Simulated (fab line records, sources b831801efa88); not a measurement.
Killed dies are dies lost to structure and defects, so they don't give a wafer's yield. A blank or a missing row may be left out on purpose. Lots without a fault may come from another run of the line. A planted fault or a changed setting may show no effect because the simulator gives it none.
fab line records | flow sky130
record lots=5 wafers=15 last_day=50
route steps=708 shown POLY_GATE@229 LDD_N@237 LDD_P@255 LDD_HVN@267 PAD_OPEN@708
lots that met no fault: from a run of the same line without faults
start_h: hours from the record's first day to the start of the lot's first wafer shown | wait_h: hours since the lot's step before | " the same as in the row above | L1.1+2: a row that stands for several wafers | - no value, or no start given | * or withheld: withheld | < > ~ a bound
route shown NAME@n: a module of which the file shows steps, and the number in the route of the first | usual: mean/standard deviation of fault-free wafers | same: alike in all rows | chamber/n: place in a boat | sites: the reading at each site | _std_site: their standard deviation | _edge_site: outer sites' mean less inner sites' | radius_mm: how far each site lies from the wafer's centre | mask NAME#n: copy n | behind: the tool/chamber that last shaped the wafer | hold: why the lot was held/for how many hours/how that ended | device: the transistor (n, p or np) that didn't switch | end of line: the same wafers' tests at the end of the route | a step without rows: its recipe alone | killed: dies lost to structure and defects at the first sort, not the wafer's yield | map: a wafer's dies, x killed, . not, _ none there
set.NAME: the setting as run; set.NAME@STEP: as run at that earlier step | model.NAME: the simulator's own value behind a step, which no gauge read
lots at some steps of the route; a table a step, a row a wafer
services: from which hour (start_h, from the record's first day; less than 0 if before it) a tool's chamber was out of use, for how many hours, and why
## steps
# step SKY_POLY_GATE_ETCH_15
# recipe chemistry=N2/H2 target=BARC ion_energy_ev=200 source_w=500 bias_w=100 pressure_mtorr=30 n2_flow_sccm=100 h2_flow_sccm=200 stop_on=SiO2 time_s=118.5 target_depth_a=1100
# step SKY_POLY_GATE_ETCH_16
# recipe stop_on=poly-Si chemistry=CH3F/O2 target=Si3N4 source_w=400 bias_w=80 pressure_mtorr=25 ch3f_flow_sccm=40 O2_flow_sccm=30 time_s=151.2 target_depth_a=750
# usual drypump_motor_current_A=5.77/0.29 oes_product_au=0.639/0.0051 throttle_valve_pct=10.536/0.01
# same time_s=151.2
# columns lot.wafer tool chamber start_h wait_h drypump_motor_current_A oes_product_au rf_hours_counter_h throttle_valve_pct
L886.4 rie_diel-03 0 404.51 0.0 5.87 0.646 93 10.556
L886.5 " 2 " " 5.42 0.636 - 10.528
L886.6 " 1 " " 5.99 0.641 - 10.531
L890.1 rie_diel-03 0 435.80 0.0 5.85 0.635 93 10.535
L890.5 " 1 " " 6.00 0.643 - 10.533
L890.6 " 0 " " 5.85 0.633 - 10.541
L900.2 rie_diel-01 2 533.21 0.0 6.10 0.638 13 10.523
L900.3 " 0 " " 6.26 0.639 6 10.542
L900.6 " 0 " " 6.23 0.648 - 10.532
L901.2 rie_diel-02 0 535.11 0.0 5.76 0.644 23 10.544
L901.4 " 2 " " 5.47 0.635 0 10.524
L901.5 " 2 " " 5.47 0.644 - 10.530
L904.1 rie_diel-01 0 578.45 0.1 6.21 0.641 7 10.533
L904.2 " 3 " " 5.98 0.643 15 10.539
L904.6 " 3 " " 5.97 0.637 - 10.535
# step SKY_POLY_GATE_ETCH_17
# recipe target_depth_nm=180 stop_on=SiO2 over_etch_frac=0.56667 chemistry=HBr/Cl2 target=poly-Si icp_w=400 bias_w=100 pressure_mtorr=10 HBr_flow_sccm=150 Cl2_flow_sccm=50 time_s=70.5
# usual drypump_motor_current_A=5.7/0.4 oes_product_au=0.991/0.008 throttle_valve_pct=33.685/0.0094
# same time_s=70.5
# columns lot.wafer tool chamber start_h wait_h drypump_motor_current_A oes_product_au rf_hours_counter_h throttle_valve_pct
L886.4 rie_si-02 3 404.61 0.0 5.6 1.001 2.7 33.703
L886.5 " 1 " " 5.5 0.990 - 33.683
L886.6 " 0 " " 5.2 0.997 - 33.664
L890.1 rie_si-01 3 435.90 0.0 5.3 0.992 1.4 33.679
L890.5 " 1 " " 6.6 0.979 - 33.698
L890.6 " 3 " " 5.3 0.997 - 33.681
L900.2 rie_si-01 0 533.31 0.0 5.6 0.984 0.4 33.676
L900.3 " 1 " " 6.6 0.982 2.5 33.681
L900.6 " 3 " " 5.3 0.987 - 33.683
L901.2 rie_si-02 3 535.21 0.0 5.6 0.984 3.5 33.687
L901.4 " 0 " " 5.2 0.990 4.8 33.673
L901.5 " 1 " " 5.6 0.976 - 33.687
L904.1 rie_si-01 1 578.60 0.1 6.6 0.980 2.6 33.692
L904.2 " 2 " " 6.1 0.978 3.1 33.682
L904.6 " 2 " " 6.1 0.989 - 33.691
# step SKY_POLY_GATE_STRIP_18
# recipe chemistry=O2/N2 power_w=1400 pressure_mtorr=1500 platen_temp_c=withheld o2_flow_sccm=3000 n2_flow_sccm=300 overash_fraction=0.5
# usual drypump_motor_current_A=5.5/0.41 oes_product_au=0.358/0.0044 strip_time_to_endpoint_s=3.11/0.043
# columns lot.wafer tool chamber start_h wait_h drypump_motor_current_A oes_product_au rf_hours_counter_h strip_time_to_endpoint_s
L886.4 plasma_asher-04 1 404.70 0.1 5.7 0.353 - 3.02
L886.5 " 1 " " 5.7 0.348 - 3.02
L886.6 " 0 " " 5.6 0.353 - 3.04
L890.1 plasma_asher-01 1 435.96 0.0 5.8 0.348 61 3.08
L890.5 " 0 " " 6.0 0.348 - 3.17
L890.6 " 1 " " 5.8 0.364 - 3.09
L900.2 plasma_asher-04 1 533.37 0.0 5.7 0.358 84 3.13
L900.3 " 0 " " 5.6 0.355 - 3.16
L900.6 " 0 " " 5.7 0.365 - 3.15
L901.2 plasma_asher-04 0 535.26 0.0 5.7 0.358 84 3.07
L901.4 " 0 " " 5.6 0.354 - 3.09
L901.5 " 0 " " 5.6 0.353 - 3.10
L904.1 plasma_asher-04 0 578.65 0.0 5.6 0.363 89 3.16
L904.2 " 1 " " 5.7 0.359 89 3.09
L904.6 " 0 " " 5.6 0.358 - 3.07
# step SKY_POLY_GATE_CLEAN_19
# recipe chemistry=SC1/SC2 mix=1:4:20 temp_c=70 time_s=150 dry=n2_spin
# step SKY_POLY_GATE_OXIDATION_20
# recipe temp_c=850 ambient=O2 stabilise_s=600 purge_s=300 target_thk_a=40 ox_time_s=899
# step SKY_POLY_GATE_THK_MEAS_21
# recipe reads=SiO2_of_POLY_GATE_OXIDATION_20
# usual POLY_GATE_OXIDATION_THK=4.02/0.083
# columns lot.wafer tool chamber start_h wait_h POLY_GATE_OXIDATION_THK[nm]
L886.4 film_metro-02 - 406.55 0.0 4.06
L886.5 " - " " 4.05
L886.6 " - " " 4.06
L890.1 film_metro-01 - 442.06 0.0 3.84
L890.5 " - " " 3.95
L890.6 " - " " 3.95
L900.2 film_metro-01 - 536.56 0.0 4.05
L900.3 " - " " 4.21
L900.6 " - " " 4.10
L901.2 film_metro-03 - 537.81 0.0 4.02
L901.4 " - " " 4.12
L901.5 " - " " 4.04
L904.1 film_metro-01 - 580.05 0.0 3.98
L904.2 " - " " 4.00
L904.6 " - " " 4.01
# step SKY_POLY_GATE_CD_MEAS_22
# usual cd_nm=150.6/2.5
# columns lot.wafer tool chamber start_h wait_h cd_nm
L886.4 cd_sem-02 - 406.67 0.1 151.9
L886.5 " - " " 151.9
L886.6 " - " " 150.5
L890.1 cd_sem-01 - 442.12 0.1 149.9
L890.5 " - " " 146.1
L890.6 " - " " 148.5
L900.2 cd_sem-02 - 536.63 0.1 149.6
L900.3 " - " " 146.3
L900.6 " - " " 149.4
L901.2 cd_sem-02 - 537.88 0.1 149.1
L901.4 " - " " 152.1
L901.5 " - " " 153.6
L904.1 cd_sem-01 - 580.11 0.1 149.3
L904.2 " - " " 155.1
L904.6 " - " " 154.7
# step SKY_LDD_N_DEHYDRATE_00
# recipe temp_c=200 time_s=60
# step SKY_LDD_N_HMDS_01
# recipe prime_time_s=60 prime_temp_c=120
# step SKY_LDD_N_COAT_02
# recipe resist=NOVOLAK spin_rpm=3000 resist_thk_nm=300
# step SKY_LDD_N_SOFTBAKE_03
# recipe temp_c=90 time_s=60 resist=NOVOLAK
# step SKY_LDD_N_EXPOSE_04
# recipe mask_id=NTM target_cd_nm=840 na=0.6 source_shape=conventional sigma_outer=0.6 dose_mj=110
# usual exposure_dose_mJ_cm2=110.00/0.11
# columns lot.wafer tool chamber start_h wait_h mask exposure_dose_mJ_cm2
L886.4 iline_stepper-01 0 421.20 - NTM#0 109.91
L886.5 " 0 " " NTM#0 109.90
L886.6 " 0 " " NTM#0 109.86
L890.1 iline_stepper-02 0 457.84 - PSDM#0 110.02
L890.5 " 0 " " PSDM#0 110.15
L890.6 " 0 " " PSDM#0 110.10
L900.2 iline_stepper-01 0 550.99 - NTM#0 109.95
L900.3 " 0 " " NTM#0 109.97
L900.6 " 0 " " NTM#0 110.02
L901.2 iline_stepper-02 0 552.61 - NTM#0 109.89
L901.4 " 0 " " NTM#0 110.17
L901.5 " 0 " " NTM#0 110.18
L904.1 iline_stepper-01 0 595.13 - NTM#0 109.95
L904.2 " 0 " " NTM#0 110.07
L904.6 " 0 " " NTM#0 110.04
# step SKY_LDD_N_PEB_05
# recipe temp_c=withheld time_s=* resist=NOVOLAK
# step SKY_LDD_N_DEVELOP_06
# recipe develop_time_s=60 dev_temp_c=23
# step SKY_LDD_N_OVL_MEAS_07
# usual LDD_N_OVL=-0.2/1.4
# columns lot.wafer tool chamber start_h wait_h LDD_N_OVL[nm]
L886.4 overlay-02 - 436.07 0.1 -0.7
L886.5 " - " " 1.3
L886.6 " - " " -0.2
L890.1 overlay-01 - 472.82 0.1 -
L890.5 " - " " -
L890.6 " - " " -
L900.2 overlay-02 - 565.63 0.1 -2.3
L900.3 " - " " -1.2
L900.6 " - " " -0.9
L901.2 overlay-02 - 567.06 0.1 0.8
L901.4 " - " " -0.1
L901.5 " - " " 1.7
L904.1 overlay-02 - 608.70 0.1 -2.2
L904.2 " - " " -1.9
L904.6 " - " " -1.4
# step SKY_LDD_N_IMPLANT_08
# recipe species=As energy_kev=20 dose_cm2=7.5e+13 tilt_deg=withheld rotation_deg=23
# step SKY_LDD_N_IMPLANT_09
# recipe species=As energy_kev=20 dose_cm2=7.5e+13 tilt_deg=withheld rotation_deg=113
# step SKY_LDD_N_IMPLANT_10
# recipe species=As energy_kev=20 dose_cm2=7.5e+13 tilt_deg=withheld rotation_deg=203
# step SKY_LDD_N_IMPLANT_11
# recipe species=As energy_kev=20 dose_cm2=7.5e+13 tilt_deg=withheld rotation_deg=293
# step SKY_LDD_N_IMPLANT_12
# recipe species=BF2 energy_kev=50 dose_cm2=5e+12 tilt_deg=30 rotation_deg=0
# step SKY_LDD_N_IMPLANT_13
# recipe species=BF2 energy_kev=50 dose_cm2=5e+12 tilt_deg=30 rotation_deg=90
# step SKY_LDD_N_IMPLANT_14
# recipe species=BF2 energy_kev=50 dose_cm2=5e+12 tilt_deg=30 rotation_deg=180
# step SKY_LDD_N_IMPLANT_15
# recipe species=BF2 energy_kev=50 dose_cm2=5e+12 tilt_deg=30 rotation_deg=270
# step SKY_LDD_N_STRIP_16
# recipe chemistry=O2/N2 power_w=1400 pressure_mtorr=1500 platen_temp_c=withheld o2_flow_sccm=3000 n2_flow_sccm=300 overash_fraction=0.5
# usual drypump_motor_current_A=5.4/0.46 oes_product_au=0.406/0.0048 strip_time_to_endpoint_s=4.312/0.017
# columns lot.wafer tool chamber start_h wait_h drypump_motor_current_A oes_product_au rf_hours_counter_h strip_time_to_endpoint_s
L886.4 plasma_asher-03 1 437.32 0.1 5.0 0.413 - 4.298
L886.5 " 1 " " 5.0 0.408 - 4.294
L886.6 " 0 " " 4.8 0.405 - 4.294
L890.1 plasma_asher-03 1 474.06 0.1 5.0 0.413 34 4.287
L890.5 " 0 " " 4.9 0.405 - 4.308
L890.6 " 1 " " 5.0 0.411 - 4.298
L900.2 plasma_asher-03 1 566.86 0.1 5.0 0.413 43 4.342
L900.3 " 1 " " 5.0 0.416 - 4.322
L900.6 " 1 " " 5.0 0.408 - 4.331
L901.2 plasma_asher-02 1 568.29 0.1 5.5 0.403 13 4.328
L901.4 " 0 " " 6.1 0.407 - 4.328
L901.5 " 0 " " 6.1 0.402 - 4.331
L904.1 plasma_asher-02 0 609.94 0.1 6.1 0.398 17 4.309
L904.2 " 1 " " 5.4 0.400 17 4.297
L904.6 " 0 " " 6.1 0.406 - 4.304
# step SKY_LDD_N_TW_MEAS_17
# usual LDD_N_TW=2569/14
# columns lot.wafer tool chamber start_h wait_h LDD_N_TW
L886.4 film_metro-01 - 437.42 0.1 2549
L886.5 " - " " 2536
L886.6 " - " " 2533
L890.1 film_metro-01 - 474.16 0.1 30
L890.5 " - " " 29
L890.6 " - " " 29
L900.2 film_metro-01 - 566.97 0.1 2560
L900.3 " - " " 2556
L900.6 " - " " 2558
L901.2 film_metro-03 - 568.40 0.1 2573
L901.4 " - " " 2569
L901.5 " - " " 2576
L904.1 film_metro-03 - 610.04 0.1 2599
L904.2 " - " " 2593
L904.6 " - " " 2588
# step SKY_LDD_P_DEHYDRATE_00
# recipe temp_c=200 time_s=60
# step SKY_LDD_P_HMDS_01
# recipe prime_time_s=60 prime_temp_c=120
# step SKY_LDD_P_COAT_02
# recipe resist=NOVOLAK spin_rpm=3000 resist_thk_nm=1161
# step SKY_LDD_P_SOFTBAKE_03
# recipe temp_c=90 time_s=60 resist=NOVOLAK
# step SKY_LDD_P_EXPOSE_04
# recipe mask_id=PSDM na=0.6 source_shape=conventional sigma_outer=0.6 polarization=unpolarized target_cd_nm=380 dose_mj=138
# step SKY_LDD_P_PEB_05
# recipe temp_c=withheld time_s=* resist=NOVOLAK
# step SKY_LDD_P_DEVELOP_06
# recipe resist=NOVOLAK developer=TMAH develop_time_s=60 dev_temp_c=23
# step SKY_LDD_P_CD_MEAS_07
# recipe target_cd_nm=380
# usual cd_nm=379.8/2.7
# columns lot.wafer tool chamber start_h wait_h cd_nm
L886.4 cd_sem-01 - 467.56 0.1 381.6
L886.5 " - " " 382.4
L886.6 " - " " 381.4
L890.1 cd_sem-02 - 505.31 0.1 383.4
L890.5 " - " " 381.6
L890.6 " - " " 380.0
L900.2 cd_sem-02 - 596.58 0.1 379.4
L900.3 " - " " 378.7
L900.6 " - " " 376.4
L901.2 cd_sem-01 - 598.13 0.1 377.2
L901.4 " - " " 378.5
L901.5 " - " " 377.7
L904.1 cd_sem-01 - 638.51 0.1 380.6
L904.2 " - " " 380.5
L904.6 " - " " 379.1
# step SKY_LDD_P_OVL_MEAS_08
# usual LDD_P_OVL=0.7/1.4
# columns lot.wafer tool chamber start_h wait_h LDD_P_OVL[nm]
L886.4 overlay-01 - 467.67 0.1 -0.1
L886.5 " - " " -0.4
L886.6 " - " " 0.9
L890.1 overlay-02 - 505.43 0.1 -0.6
L890.5 " - " " -1.0
L890.6 " - " " -0.6
L900.2 overlay-01 - 596.69 0.1 1.5
L900.3 " - " " 2.7
L900.6 " - " " 1.4
L901.2 overlay-01 - 598.24 0.1 1.0
L901.4 " - " " 2.7
L901.5 " - " " 0.8
L904.1 overlay-01 - 638.63 0.1 -0.1
L904.2 " - " " 0.8
L904.6 " - " " 1.5
# step SKY_LDD_P_IMPLANT_09
# recipe species=BF2 energy_kev=25 dose_cm2=1e+13 tilt_deg=withheld
# step SKY_LDD_P_STRIP_10
# recipe chemistry=O2/N2 power_w=1400 pressure_mtorr=1500 platen_temp_c=withheld o2_flow_sccm=3000 n2_flow_sccm=300 overash_fraction=0.5
# usual drypump_motor_current_A=5.77/0.18 oes_product_au=0.716/0.0043 strip_time_to_endpoint_s=14.37/0.046
# columns lot.wafer tool chamber start_h wait_h drypump_motor_current_A oes_product_au rf_hours_counter_h strip_time_to_endpoint_s
L886.4 plasma_asher-04 1 468.13 0.1 5.68 0.719 - 14.33
L886.5 " 0 " " 5.64 0.711 - 14.36
L886.6 " 1 " " 5.69 0.712 - 14.32
L890.1 plasma_asher-02 0 505.62 0.1 6.13 0.711 6 14.39
L890.5 " 0 " " 6.10 0.721 - 14.42
L890.6 " 1 " " 5.48 0.718 - 14.41
L900.2 plasma_asher-01 1 596.87 0.1 5.73 0.722 77 14.34
L900.3 " 0 " " 5.98 0.711 - 14.37
L900.6 " 0 " " 6.00 0.713 - 14.41
L901.2 plasma_asher-04 1 598.42 0.1 5.71 0.704 91 14.38
L901.4 " 0 " " 5.61 0.713 - 14.40
L901.5 " 1 " " 5.71 0.707 - 14.42
L904.1 plasma_asher-01 0 638.82 0.1 5.99 0.719 81 14.29
L904.2 " 1 " " 5.77 0.715 81 14.33
L904.6 " 0 " " 5.98 0.722 - 14.31
# step SKY_LDD_P_TW_MEAS_11
# usual LDD_P_TW=631/3.5
# columns lot.wafer tool chamber start_h wait_h LDD_P_TW
L886.4 film_metro-04 - 468.23 0.1 636
L886.5 " - " " 632
L886.6 " - " " 632
L890.1 film_metro-02 - 505.72 0.1 2571
L890.5 " - " " 2574
L890.6 " - " " 2576
L900.2 film_metro-01 - 596.98 0.1 628
L900.3 " - " " 624
L900.6 " - " " 625
L901.2 film_metro-04 - 598.53 0.1 635
L901.4 " - " " 631
L901.5 " - " " 633
L904.1 film_metro-02 - 638.92 0.1 639
L904.2 " - " " 640
L904.6 " - " " 638
# step SKY_LDD_HVN_DEHYDRATE_00
# recipe temp_c=200 time_s=60
# step SKY_PAD_OPEN_PROBE_99
# usual killed_at_M0_to_M3=43/7.1 killed_at_M4_up=3.0/1.9 killed_at_contacts=24/5 killed_at_front_end=15/4.3 killed_at_other=0.3/0.5 killed_dies=85/9.6 killed_on_rim=17/4.3 killed_open=46/7.1 killed_short=39/6.8
# same gross_dies=492 killed_at_back_side=0
# columns lot.wafer tool chamber start_h wait_h killed_at_M0_to_M3 killed_at_M4_up killed_at_contacts killed_at_front_end killed_at_other killed_dies killed_on_rim killed_open killed_short
L890.1 prober-01 - 1120.82 0.1 53 3 17 419 0 492 96 37 54
L890.5 prober-01 - 1121.02 0.2 52 0 14 426 0 492 96 59 36
L890.6 prober-01 - 1121.07 0.2 49 2 21 420 0 492 96 51 44
L901.2 prober-01 - 1177.29 0.1 42 3 29 21 0 95 15 51 44
L901.4 prober-01 - 1177.39 0.2 39 2 23 25 0 89 11 51 38
L901.5 prober-01 - 1177.44 0.2 46 2 24 17 0 89 22 44 45
# killed by level:class
L890.1 LDD_N:area_expose=401 VIA1:geometric_particle:open=11 VIA1:geometric_particle:short=9 FIELD_ISO:geometric_particle:short=6 METAL2:geometric_particle:short=6 POLY_GATE:geometric_particle:short=5 LOCAL_INTERCONNECT:geometric_particle:short=5 VIA2:geometric_particle:open=5
L890.5 LDD_N:area_expose=397 VIA1:geometric_particle:open=12 FIELD_ISO:geometric_particle:open=10 VIA2:geometric_particle:open=7 POLY_GATE:geometric_particle:open=7 METAL2:geometric_particle:short=7 VIA3:geometric_particle:open=7 CONTACT:geometric_particle:open=6
L890.6 LDD_N:area_expose=397 VIA1:geometric_particle:open=13 CONTACT:geometric_particle:open=10 FIELD_ISO:geometric_particle:short=8 METAL1:geometric_particle:short=7 FIELD_ISO:geometric_particle:open=6 VIA1:geometric_particle:short=6 METAL2:geometric_particle:short=6
L901.2 CONTACT:geometric_particle:short=12 VIA1:geometric_particle:open=11 CONTACT:geometric_particle:open=9 VIA2:geometric_particle:open=8 POLY_GATE:geometric_particle:open=6 POLY_GATE:geometric_particle:short=6 METAL1:geometric_particle:short=5 VIA3:geometric_particle:open=5
L901.4 POLY_GATE:geometric_particle:open=9 POLY_GATE:geometric_particle:short=9 CONTACT:geometric_particle:open=9 LI_CONTACT:geometric_particle:open=7 VIA1:geometric_particle:short=6 VIA1:geometric_particle:open=6 VIA2:geometric_particle:open=6 VIA3:geometric_particle:open=6
L901.5 VIA1:geometric_particle:open=9 CONTACT:geometric_particle:open=9 METAL1:geometric_particle:short=7 CONTACT:geometric_particle:short=7 LI_CONTACT:geometric_particle:open=6 METAL2:geometric_particle:short=6 VIA1:geometric_particle:short=5 VIA3:geometric_particle:open=5
# map L890.1 (x killed, . not)
__________xxxxxxxxxx_________
________xxxxxxxxxxxxxx_______
______xxxxxxxxxxxxxxxxxx_____
_____xxxxxxxxxxxxxxxxxxxx____
____xxxxxxxxxxxxxxxxxxxxxx___
___xxxxxxxxxxxxxxxxxxxxxxxx__
__xxxxxxxxxxxxxxxxxxxxxxxxxx_
_xxxxxxxxxxxxxxxxxxxxxxxxxxxx
_xxxxxxxxxxxxxxxxxxxxxxxxxxxx
_xxxxxxxxxxxxxxxxxxxxxxxxxxxx
_xxxxxxxxxxxxxxxxxxxxxxxxxxxx
_xxxxxxxxxxxxxxxxxxxxxxxxxxxx
_xxxxxxxxxxxxxxxxxxxxxxxxxxxx
_xxxxxxxxxxxxxxxxxxxxxxxxxxxx
_xxxxxxxxxxxxxxxxxxxxxxxxxxxx
__xxxxxxxxxxxxxxxxxxxxxxxxxx_
___xxxxxxxxxxxxxxxxxxxxxxxx__
____xxxxxxxxxxxxxxxxxxxxxx___
_____xxxxxxxxxxxxxxxxxxxx____
______xxxxxxxxxxxxxxxxxx_____
________xxxxxxxxxxxxxx_______
__________xxxxxxxxxx_________
# map L901.2 (x killed, . not)
__________...xx....x_________
________.x..x.x...x..._______
______x........x........_____
_____..........x..x...x..____
____......................___
___.x...x...x...x....x.x.x.__
__..x...x..x.......xx.x..x.._
_...x.xxx....xx..........x..x
_...xx......xx.....x.......x.
_..x..............xx...xx.x..
_.......x.x..x.....x....xxxxx
_.x.....x......xx.x...x......
_...x..x...........x.........
_.............xx.............
_.......xxx.x..x..x..........
__....x....xxx.........xx..._
___.x.....xxx..............__
____..x...........x.....x.___
_____....xx..............____
______.........x.x...xx._____
________x....x....x..._______
__________..x......._________
## services
# columns tool chamber start_h hours kind
rie_si-01 0 385.25 1.4 repair
plasma_asher-03 - 408.41 2.9 repair
rie_si-02 0 409.84 2.5 repair
plasma_asher-02 - 421.33 9.0 pm
rie_si-01 1 424.74 9.4 repair
iline_stepper-02 - 438.52 1.7 pm
rie_si-02 2 443.44 4.9 repair
plasma_asher-01 - 452.02 1.7 repair
iline_stepper-01 - 459.77 5.1 repair
rie_si-02 1 466.11 3.5 repair
rie_diel-03 0 467.12 6.4 repair
plasma_asher-02 - 470.03 14.6 pm
rie_si-02 0 474.44 3.8 repair
rie_diel-01 0 474.56 3.8 repair
rie_si-01 3 487.44 2.1 repair
rie_si-01 2 527.97 4.1 repair
rie_diel-03 - 536.04 0.6 repair
rie_diel-01 2 541.35 130.5 repair
rie_diel-03 3 547.73 13.9 repair
iline_stepper-01 - 549.27 1.7 pm
rie_si-02 - 562.66 2.8 pm
rie_diel-01 1 573.41 9.7 repair
plasma_asher-03 - 573.74 7.6 repair
rie_diel-03 3 581.71 7.3 repair
## key
first_sign step=SKY_LDD_N_EXPOSE_04 reading=mask direction=changed
effect step=SKY_LDD_N_OVL_MEAS_07 reading=LDD_N_OVL direction=missing
effect step=SKY_LDD_N_TW_MEAS_17 reading=LDD_N_TW direction=down sigmas=99+ usual=2569 struck=30
effect step=SKY_LDD_P_TW_MEAS_11 reading=LDD_P_TW direction=up sigmas=99+ usual=631 struck=2573
effect step=SKY_PAD_OPEN_PROBE_99 reading=killed_at_front_end direction=up sigmas=95 usual=15 struck=422
more_kills_born_at SKY_LDD_N_EXPOSE_04@iline_stepper-02=1195
met_at SKY_LDD_N_EXPOSE_04
struck_wafers L890.1,L890.5,L890.6
tester_left_out L890
fault kind=wrong_mask tool=any chamber=- onset_h=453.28 steps=SKY_LDD_N_EXPOSE_04 aux_copy=PSDM#0 scope=struck_lots_only
# tester_left_out: of these lots the tester's yield and bins aren't shown, on N5 and GAA mostly nor the transistor test; their killed dies are dies lost to structure and defects alone, not to doping, threshold or leakage, so they don't give the yield
